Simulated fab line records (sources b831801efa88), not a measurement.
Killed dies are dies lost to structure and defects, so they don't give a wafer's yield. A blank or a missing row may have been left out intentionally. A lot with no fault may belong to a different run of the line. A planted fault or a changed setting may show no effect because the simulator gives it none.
fab line records | flow sky130
[record] lots = 7 | wafers = 21 | lastDay = 50
route steps=708 shown VIA2@509
lots with no fault: from the same line, run without faults
startH: hours from the record's first day to the start of the lot's first wafer shown | waitH: hours since the lot's step before | " as in the row above | L1.1+2: a single row standing in for several wafers | - value missing, or start not given | * or withheld: withheld | < > ~ a bound
route shown NAME@n: NAME is a module with steps in the file, n the number in the route of the first one | usual: mean/standard deviation taken from wafers without a fault | same: alike in all rows | chamber/n: place in a boat | sites: per-site readings | _std_site: how widely they spread, as a standard deviation | _edge_site: outer sites' mean less inner sites' | radiusMm: for every site, how far away it sits from the centre of the wafer | mask NAME#n: copy n | behind: tool/chamber where the wafer was last shaped | hold: why the lot was held/for how many hours/how that ended | device: whichever transistor did not switch (one of n, p or np) | end of line: at the end of the route, the tests of the same wafers | a step given without rows: its recipe and nothing more | killed: count of dies lost to structure and defects at first sort (not the wafer's yield) | map: shows each die of a wafer: x if killed, . if not, _ if none is there
set.NAME: the run value of the setting; set.NAME@STEP: its run value at that earlier step | model.NAME: the simulator's own value behind a step, which no gauge read
lots seen at some steps along the route; tables by step, rows by wafer
services: a tool's chamber out of use, with start hour (startH, from the record's first day; less than 0 if before it), hours out, and reason
[[steps]]
[step SKY_VIA2_CMP_02]
[recipe] material = SiO2 | downForcePsi = 4 | platenRpm = 60 | padVelocityMS = 0.94248
[usual] edgeZonePressureFrac = 1.000/0.0055 | motorCurrentA = 11.2/0.97 | slurryFilterDpKPa = 13.49/0.14 | slurryFlowMlMin = 150.0/0.44
lot.wafer | tool   | chamber | startH | waitH | edgeZonePressureFrac | motorCurrentA | slurryFilterDpKPa | slurryFlowMlMin
L501.3    | cmp-01 | 2       | 895.23 | 0.1   | 0.993                | 11.0          | 13.37             | 150.1
L501.4    | "      | 3       | "      | "     | 1.007                | 11.0          | 13.49             | 150.1
L501.6    | "      | 1       | "      | "     | 1.005                | 11.5          | 13.47             | 149.9
L503.3    | cmp-01 | 3       | 907.35 | 0.0   | 1.002                | 11.4          | 13.35             | 150.8
L503.1    | "      | 0       | "      | "     | 1.004                | 10.2          | 13.66             | 149.9
L503.5    | "      | 0       | "      | "     | 1.008                | 9.7           | 13.45             | 150.5
L507.2    | cmp-02 | 1       | 923.82 | 0.2   | 1.000                | 12.3          | 13.55             | 150.9
L507.5    | "      | 2       | "      | "     | 0.994                | 11.4          | 13.59             | 149.7
L507.6    | "      | 3       | "      | "     | 1.010                | 11.4          | 13.50             | 149.4
L508.4    | cmp-02 | 2       | 939.68 | 0.1   | 1.008                | 11.2          | 13.43             | 150.1
L508.5    | "      | 1       | "      | "     | 0.994                | 12.4          | 13.25             | 150.1
L508.6    | "      | 2       | "      | "     | 1.000                | 11.3          | 13.64             | 149.8
L509.1    | cmp-02 | 1       | 946.40 | 0.1   | 1.010                | 12.9          | 13.68             | 150.2
L509.3    | "      | 2       | "      | "     | 0.995                | 10.9          | 13.60             | 150.9
L509.5    | "      | 0       | "      | "     | 1.001                | 10.3          | 13.63             | 150.6
L513.3    | cmp-02 | 2       | 963.34 | 0.1   | 0.999                | 11.9          | 13.46             | 150.1
L513.2    | "      | 3       | "      | "     | 0.996                | 11.5          | 13.53             | 151.0
L513.6    | "      | 2       | "      | "     | 0.995                | 11.2          | 13.32             | 149.8
L516.2    | cmp-01 | 1       | 985.03 | 0.1   | 0.999                | 11.5          | 13.63             | 150.0
L516.4    | "      | 2       | "      | "     | 1.006                | 10.7          | 13.57             | 150.1
L516.5    | "      | 1       | "      | "     | 1.005                | 11.3          | 13.23             | 149.7
[step SKY_VIA2_BOW_MEAS_03]
[recipe] mode = bow
[usual] VIA2_BOW = 86/7.7
lot.wafer | tool         | chamber | startH | waitH | VIA2_BOW[um]
L501.3    | filmMetro-03 | -       | 895.47 | 0.2   | 69
L501.4    | "            | -       | "      | "     | 68
L501.6    | "            | -       | "      | "     | 67
L503.1    | filmMetro-01 | -       | 907.65 | 0.2   | 91
L503.3    | "            | -       | "      | "     | 93
L503.5    | "            | -       | "      | "     | 79
L507.2    | filmMetro-03 | -       | 924.03 | 0.2   | 88
L507.5    | "            | -       | "      | "     | 90
L507.6    | "            | -       | "      | "     | 89
L508.4    | filmMetro-03 | -       | 939.99 | 0.3   | 89
L508.5    | "            | -       | "      | "     | 89
L508.6    | "            | -       | "      | "     | 95
L509.1    | filmMetro-03 | -       | 946.60 | 0.2   | 87
L509.3    | "            | -       | "      | "     | 80
L509.5    | "            | -       | "      | "     | 91
L513.2    | filmMetro-01 | -       | 963.61 | 0.2   | 81
L513.3    | "            | -       | "      | "     | 78
L513.6    | "            | -       | "      | "     | 78
L516.2    | filmMetro-02 | -       | 985.30 | 0.2   | 71
L516.4    | "            | -       | "      | "     | 87
L516.5    | "            | -       | "      | "     | 79
[step SKY_VIA2_DEHYDRATE_04]
[recipe] tempC = 200 | timeS = 60
[step SKY_VIA2_HMDS_05]
[recipe] primeTimeS = 60 | primeTempC = 120
[step SKY_VIA2_COAT_06]
[recipe] resist = BARC | tempC = withheld | timeS = withheld | spinRpm = 3000 | resistThkNm = 60
[step SKY_VIA2_COAT_07]
[recipe] resist = KrF-thick | spinRpm = 3000 | resistThkNm = 450
[step SKY_VIA2_SOFTBAKE_08]
[recipe] tempC = 100 | timeS = 90 | resist = KrF-thick
[step SKY_VIA2_EXPOSE_09]
[recipe] maskId = VIM2 | na = 0.8 | sourceShape = annular | sigmaInner = 0.55 | sigmaOuter = 0.85 | targetCdNm = 200 | doseMj = 38
[step SKY_VIA2_PEB_10]
[recipe] pebTempC = withheld | pebTimeS = withheld | resist = KrF-thick
[step SKY_VIA2_DEVELOP_11]
[recipe] developTimeS = 60 | resist = KrF-thick | devTempC = 21
[step SKY_VIA2_CD_MEAS_12]
[recipe] targetCdNm = 200
[usual] cdNm = 200.0/1.5
lot.wafer | tool     | chamber | startH  | waitH | cdNm
L501.3    | cdSem-01 | -       | 920.75  | -     | 201.6
L501.4    | "        | -       | "       | "     | 201.3
L501.6    | "        | -       | "       | "     | 201.6
L503.1    | cdSem-02 | -       | 932.51  | -     | 199.9
L503.3    | "        | -       | "       | "     | 200.2
L503.5    | "        | -       | "       | "     | 198.4
L507.2    | cdSem-01 | -       | 948.83  | -     | 202.0
L507.5    | "        | -       | "       | "     | 201.4
L507.6    | "        | -       | "       | "     | 200.9
L508.4    | cdSem-01 | -       | 964.77  | -     | 199.7
L508.5    | "        | -       | "       | "     | 199.9
L508.6    | "        | -       | "       | "     | 200.3
L509.1    | cdSem-02 | -       | 970.66  | -     | 200.6
L509.3    | "        | -       | "       | "     | 199.1
L509.5    | "        | -       | "       | "     | 200.1
L513.2    | cdSem-01 | -       | 986.93  | -     | 198.8
L513.3    | "        | -       | "       | "     | 198.8
L513.6    | "        | -       | "       | "     | 200.6
L516.2    | cdSem-02 | -       | 1008.28 | -     | 201.2
L516.4    | "        | -       | "       | "     | 202.1
L516.5    | "        | -       | "       | "     | 199.5
[step SKY_VIA2_OVL_MEAS_13]
[usual] VIA2_OVL = 1/5.5
lot.wafer | tool       | chamber | startH  | waitH | VIA2_OVL[nm]
L501.3    | overlay-02 | -       | 920.84  | 0.1   | 2
L501.4    | "          | -       | "       | "     | -5
L501.6    | "          | -       | "       | "     | 3
L503.1    | overlay-01 | -       | 932.63  | 0.1   | -5
L503.3    | "          | -       | "       | "     | -6
L503.5    | "          | -       | "       | "     | -9
L507.2    | overlay-01 | -       | 948.94  | 0.1   | 10
L507.5    | "          | -       | "       | "     | 3
L507.6    | "          | -       | "       | "     | 8
L508.4    | overlay-02 | -       | 964.85  | 0.1   | 2
L508.5    | "          | -       | "       | "     | 2
L508.6    | "          | -       | "       | "     | 5
L509.1    | overlay-02 | -       | 970.78  | 0.1   | -5
L509.3    | "          | -       | "       | "     | -5
L509.5    | "          | -       | "       | "     | -6
L513.2    | overlay-01 | -       | 987.04  | 0.1   | 7
L513.3    | "          | -       | "       | "     | 13
L513.6    | "          | -       | "       | "     | 3
L516.2    | overlay-01 | -       | 1008.39 | 0.1   | 4
L516.4    | "          | -       | "       | "     | 2
L516.5    | "          | -       | "       | "     | 1
[step SKY_VIA2_ETCH_14]
[recipe] chemistry = N2/H2 | target = BARC | ionEnergyEv = 200 | sourceW = 500 | biasW = 100 | pressureMtorr = 30 | n2FlowSccm = 100 | h2FlowSccm = 200 | stopOn = SiO2 | timeS = 45.9 | targetDepthA = 600
[usual] chamberPressureMTorr = 29.999/0.027 | drypumpMotorCurrentA = 5.8/0.39 | oesProductAu = 0.854/0.0048 | runLengthS = 73.9/0.46 | throttleValvePct = 13.224/0.0091
lot.wafer | tool       | chamber | startH  | waitH | chamberPressureMTorr | drypumpMotorCurrentA | oesProductAu | rfHoursCounterH | runLengthS | throttleValvePct | model.KrF-thick_of_VIA2_COAT_07.thkNm | model.etch.depthNm | model.VIA2.cdNm
L501.3    | rieDiel-02 | 2       | 920.87  | 0.0   | 30.020               | 5.5                  | 0.852        | 12              | 73.5       | 13.218           | 392.5                                 | 59.69              | 202.4
L501.4    | "          | 3       | "       | "     | 30.003               | 6.6                  | 0.862        | 6               | 73.6       | 13.220           | 390.6                                 | 59.81              | 201.1
L501.6    | "          | 2       | "       | "     | 29.997               | 5.5                  | 0.852        | -               | 73.3       | 13.232           | 392.5                                 | 59.56              | 202.2
L503.1    | rieDiel-03 | 3       | 932.67  | 0.0   | 29.987               | 5.9                  | 0.850        | 4               | 73.8       | 13.209           | 392.9                                 | 60.14              | 199.3
L503.3    | "          | 1       | "       | "     | 30.014               | 5.5                  | 0.866        | 9               | 73.4       | 13.216           | 391                                   | 60.41              | 199.2
L503.5    | "          | 0       | "       | "     | 30.044               | 5.6                  | 0.859        | -               | 74.7       | 13.244           | 394.8                                 | 60.15              | 197.7
L507.2    | rieDiel-02 | 3       | 948.97  | 0.0   | 30.038               | 6.6                  | 0.997        | 6               | 50.2       | 13.237           | 412.7                                 | 39.27              | 197.7
L507.5    | "          | 1       | "       | "     | 30.061               | 5.5                  | 1.006        | -               | 51.0       | 13.256           | 412.8                                 | 39.09              | 196.2
L507.6    | "          | 3       | "       | "     | 30.037               | 6.6                  | 1.000        | -               | 50.3       | 13.240           | 413.5                                 | 39.41              | 196.4
L508.4    | rieDiel-02 | 0       | 964.87  | 0.0   | 29.978               | 5.8                  | 1.006        | 21              | 51.4       | 13.249           | 412.4                                 | 39.16              | 194.6
L508.5    | "          | 3       | "       | "     | 29.983               | 6.6                  | 1.003        | -               | 50.2       | 13.238           | 412.8                                 | 39.18              | 194.6
L508.6    | "          | 2       | "       | "     | 30.021               | 5.5                  | 0.995        | -               | 50.3       | 13.226           | 412.3                                 | 39.13              | 196.4
L509.1    | rieDiel-02 | 1       | 970.82  | 0.0   | 30.003               | 5.7                  | 0.999        | 16              | 51.3       | 13.243           | 413.7                                 | 38.59              | 195.7
L509.3    | "          | 0       | "       | "     | 30.065               | 5.8                  | 0.987        | 21              | 51.2       | 13.236           | 414.9                                 | 38.52              | 194.6
L509.5    | "          | 2       | "       | "     | 29.983               | 5.5                  | 1.016        | -               | 50.7       | 13.211           | 415.1                                 | 39.08              | 196.1
L513.2    | rieDiel-03 | 1       | 987.07  | 0.0   | 30.011               | 5.5                  | 0.845        | 10              | 73.4       | 13.218           | 390.8                                 | 59.71              | 198.5
L513.3    | "          | 0       | "       | "     | 29.988               | 5.6                  | 0.853        | 17              | 74.3       | 13.222           | 393.8                                 | 59.76              | 198.5
L513.6    | "          | 3       | "       | "     | 30.019               | 5.9                  | 0.859        | -               | 73.3       | 13.232           | 393.4                                 | 59.69              | 200
L516.2    | rieDiel-01 | 3       | 1008.42 | 0.0   | 30.019               | 6.1                  | 0.863        | 24              | 74.2       | 13.220           | 392.4                                 | 60.17              | 201.6
L516.4    | "          | 0       | "       | "     | 30.017               | 5.2                  | 0.847        | 3               | 73.6       | 13.232           | 391                                   | 60.01              | 202.8
L516.5    | "          | 3       | "       | "     | 29.971               | 6.1                  | 0.857        | -               | 74.3       | 13.219           | 391                                   | 60.01              | 200.7
[step SKY_VIA2_ETCH_15]
[recipe] target = SiO2 | chemistry = C4F8/O2/Ar | targetDepthNm = 546 | stopOn = TiN | maskMaterial = KrF-thick | sourceW = 1500 | biasW = 1200 | pressureMtorr = 40 | c4f8FlowSccm = withheld | O2_flow_sccm = 6 | Ar_flow_sccm = 300 | timeS = 84
[usual] chamberPressureMTorr = 40.00/0.032 | oesProductAu = 0.940/0.0048 | runLengthS = 112.1/0.45
lot.wafer | tool       | chamber | startH  | waitH | chamberPressureMTorr | oesProductAu | rfHoursCounterH | runLengthS | model.KrF-thick_of_VIA2_COAT_07.thkNm
L501.3    | rieDiel-02 | 2       | 920.91  | 0.0   | 39.93                | 0.935        | 12              | 111.7      | 283.5
L501.4    | "          | 3       | "       | "     | 39.99                | 0.944        | 6               | 111.3      | 281.4
L501.6    | "          | 2       | "       | "     | 39.99                | 0.939        | -               | 111.7      | 284.3
L503.1    | rieDiel-03 | 3       | 932.71  | 0.0   | 40.01                | 0.938        | 4               | 112.1      | 287.3
L503.3    | "          | 1       | "       | "     | 40.03                | 0.942        | 9               | 111.8      | 281.5
L503.5    | "          | 0       | "       | "     | 40.01                | 0.933        | -               | 112.8      | 290.1
L507.2    | rieDiel-02 | 3       | 949.01  | 0.0   | 39.98                | 0.382        | 6               | 111.7      | 301.4
L507.5    | "          | 1       | "       | "     | 40.00                | 0.371        | -               | 112.3      | 301.8
L507.6    | "          | 3       | "       | "     | 39.98                | 0.378        | -               | 111.7      | 301.6
L508.4    | rieDiel-02 | 0       | 964.91  | 0.0   | 39.96                | 0.374        | 21              | 112.7      | 303
L508.5    | "          | 3       | "       | "     | 40.02                | 0.375        | -               | 111.9      | 302.6
L508.6    | "          | 2       | "       | "     | 40.00                | 0.380        | -               | 111.9      | 302.7
L509.1    | rieDiel-02 | 1       | 970.86  | 0.0   | 39.99                | 0.385        | 16              | 112.2      | 304.4
L509.3    | "          | 0       | "       | "     | 40.03                | 0.372        | 21              | 112.6      | 304.7
L509.5    | "          | 2       | "       | "     | 39.95                | 0.374        | -               | 111.5      | 305
L513.2    | rieDiel-03 | 1       | 987.11  | 0.0   | 40.04                | 0.936        | 10              | 111.9      | 281.7
L513.3    | "          | 0       | "       | "     | 39.97                | 0.942        | 17              | 112.5      | 289.1
L513.6    | "          | 3       | "       | "     | 40.02                | 0.952        | -               | 111.6      | 288.9
L516.2    | rieDiel-01 | 3       | 1008.46 | 0.0   | 40.08                | 0.938        | 24              | 112.3      | 283.5
L516.4    | "          | 0       | "       | "     | 40.01                | 0.937        | 3               | 111.9      | 279.3
L516.5    | "          | 3       | "       | "     | 40.02                | 0.948        | -               | 112.7      | 281.5
[step SKY_VIA2_STRIP_16]
[recipe] chemistry = O2/N2 | powerW = 1400 | pressureMtorr = 1500 | platenTempC = withheld | o2FlowSccm = 3000 | n2FlowSccm = 300 | overashFraction = 0.5
[usual] chamberPressureMTorr = 1500.0/1.3 | drypumpMotorCurrentA = 5.75/0.27 | oesProductAu = 0.399/0.0048 | stripTimeToEndpointS = 4.05/0.039
lot.wafer | tool           | chamber | startH  | waitH | chamberPressureMTorr | drypumpMotorCurrentA | oesProductAu | rfHoursCounterH | stripTimeToEndpointS
L501.3    | plasmaAsher-02 | 0       | 921.01  | 0.1   | 1498.6               | 5.71                 | 0.399        | -               | 4.05
L501.4    | "              | 1       | "       | "     | 1498.7               | 6.25                 | 0.394        | -               | 4.02
L501.6    | "              | 0       | "       | "     | 1501.7               | 5.72                 | 0.399        | -               | 4.05
L503.1    | plasmaAsher-03 | 0       | 932.77  | 0.0   | 1501.5               | 5.50                 | 0.400        | 114             | 4.09
L503.3    | "              | 1       | "       | "     | 1497.4               | 5.55                 | 0.400        | -               | 4.04
L503.5    | "              | 0       | "       | "     | 1502.7               | 5.51                 | 0.401        | -               | 4.10
L507.2    | plasmaAsher-01 | 0       | 949.07  | 0.0   | 1500.5               | 5.93                 | 0.407        | 19              | 4.22
L507.5    | "              | 0       | "       | "     | 1499.5               | 5.93                 | 0.409        | -               | 4.24
L507.6    | "              | 1       | "       | "     | 1499.0               | 5.68                 | 0.392        | -               | 4.23
L508.4    | plasmaAsher-02 | 0       | 965.01  | 0.1   | 1501.5               | 5.74                 | 0.406        | -               | 4.25
L508.5    | "              | 1       | "       | "     | 1499.9               | 6.27                 | 0.397        | -               | 4.24
L508.6    | "              | 0       | "       | "     | 1502.0               | 5.72                 | 0.408        | -               | 4.25
L509.1    | plasmaAsher-03 | 1       | 970.92  | 0.0   | 1499.3               | 5.53                 | 0.405        | 117             | 4.26
L509.3    | "              | 1       | "       | "     | 1497.0               | 5.53                 | 0.406        | -               | 4.26
L509.5    | "              | 1       | "       | "     | 1501.3               | 5.54                 | 0.404        | -               | 4.29
L513.2    | plasmaAsher-01 | 0       | 987.17  | 0.0   | 1497.6               | 5.93                 | 0.406        | 23              | 4.01
L513.3    | "              | 1       | "       | "     | 1501.6               | 5.69                 | 0.399        | -               | 4.09
L513.6    | "              | 0       | "       | "     | 1497.6               | 5.94                 | 0.406        | -               | 4.10
L516.2    | plasmaAsher-01 | 1       | 1008.52 | 0.0   | 1498.8               | 5.68                 | 0.404        | 25              | 4.06
L516.4    | "              | 0       | "       | "     | 1499.8               | 5.91                 | 0.400        | -               | 4.03
L516.5    | "              | 1       | "       | "     | 1500.3               | 5.66                 | 0.393        | -               | 4.01
[step SKY_VIA2_STRIP_17]
[recipe] chemistry = postEtchResidueRemover | timeS = 1200 | tempC = 72.5
[[services]]
tool           | chamber | startH  | hours | kind
rieDiel-02     | -       | 876.56  | 2.8   | pm
rieDiel-02     | -       | 881.02  | 0.5   | repair
rieDiel-03     | 1       | 883.77  | 5.0   | repair
plasmaAsher-01 | -       | 893.59  | 2.8   | pm
plasmaAsher-01 | -       | 900.58  | 6.9   | repair
rieDiel-01     | 1       | 903.49  | 4.0   | repair
cmp-01         | -       | 912.79  | 4.0   | pm
cmp-02         | -       | 913.47  | 5.6   | repair
rieDiel-01     | 3       | 913.95  | 4.1   | repair
cmp-01         | -       | 916.79  | -     | consumableReplace:conditioner
cmp-01         | -       | 916.79  | -     | consumableReplace:pad
rieDiel-03     | 1       | 919.90  | 9.4   | repair
rieDiel-01     | 0       | 923.08  | -     | clean
rieDiel-01     | 0       | 923.08  | 18.8  | scheduledDown
cmp-01         | -       | 928.88  | 8.1   | pm
rieDiel-03     | -       | 935.86  | 2.8   | pm
rieDiel-02     | 0       | 944.45  | 8.4   | repair
cmp-02         | -       | 951.15  | 3.5   | pm
cmp-02         | -       | 957.42  | 3.9   | repair
rieDiel-03     | 0       | 957.57  | 21.5  | repair
rieDiel-01     | 3       | 961.25  | 21.6  | repair
cmp-02         | -       | 983.37  | 6.4   | pm
rieDiel-03     | 2       | 994.68  | 5.5   | repair
cmp-02         | -       | 1005.42 | 0.3   | repair
[[key]]
[firstSign] step = SKY_VIA2_ETCH_14 | reading = runLengthS | direction = down | sigmas = 51 | usual = * | struck = *
[effect] step = SKY_VIA2_ETCH_14 | reading = oesProductAu | direction = up | sigmas = 30 | usual = 0.854 | struck = 1.001
[effect] step = SKY_VIA2_ETCH_15 | reading = oesProductAu | direction = down | sigmas = 99+ | usual = 0.940 | struck = 0.377
[effect] step = SKY_VIA2_STRIP_16 | reading = stripTimeToEndpointS | direction = up | sigmas = 5.1 | usual = * | struck = *
[modelEffect] step = SKY_VIA2_ETCH_14 | value = KrF-thick_of_VIA2_COAT_07.thkNm | without = 391.5 | struck = 413.3
[modelEffect] step = SKY_VIA2_ETCH_15 | value = KrF-thick_of_VIA2_COAT_07.thkNm | without = 281.2 | struck = 303
metAt SKY_VIA2_ETCH_14
struckWafers L507.2,L507.5,L507.6,L508.4,L508.5,L508.6,L509.1,L509.3,L509.5
rowsEnd L507.2,L507.5,L507.6,L508.4,L508.5,L508.6
laterRowsLeftOut L509.1,L509.3,L509.5
sortLeftOut L509.1,L509.3,L509.5
onsetBetween 920.87 948.97
[fault] kind = processParameterDrift | tool = rieDiel-02 | chamber = - | onsetH = 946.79 | steps = SKY_VIA2_ETCH_14 | channel = timeS | offset = * | shape = step | actsIn = * | stated = *
// sortLeftOut: the simulated sort isn't trusted on such a fault, so these wafers' sort isn't shown, and their yield isn't known
// laterRowsLeftOut: the simulator's readings of these wafers behind a module that went badly wrong aren't trusted and aren't shown, but for the sort
// rowsEnd: these wafers met a further fault down the route, and their rows from its step on are left out
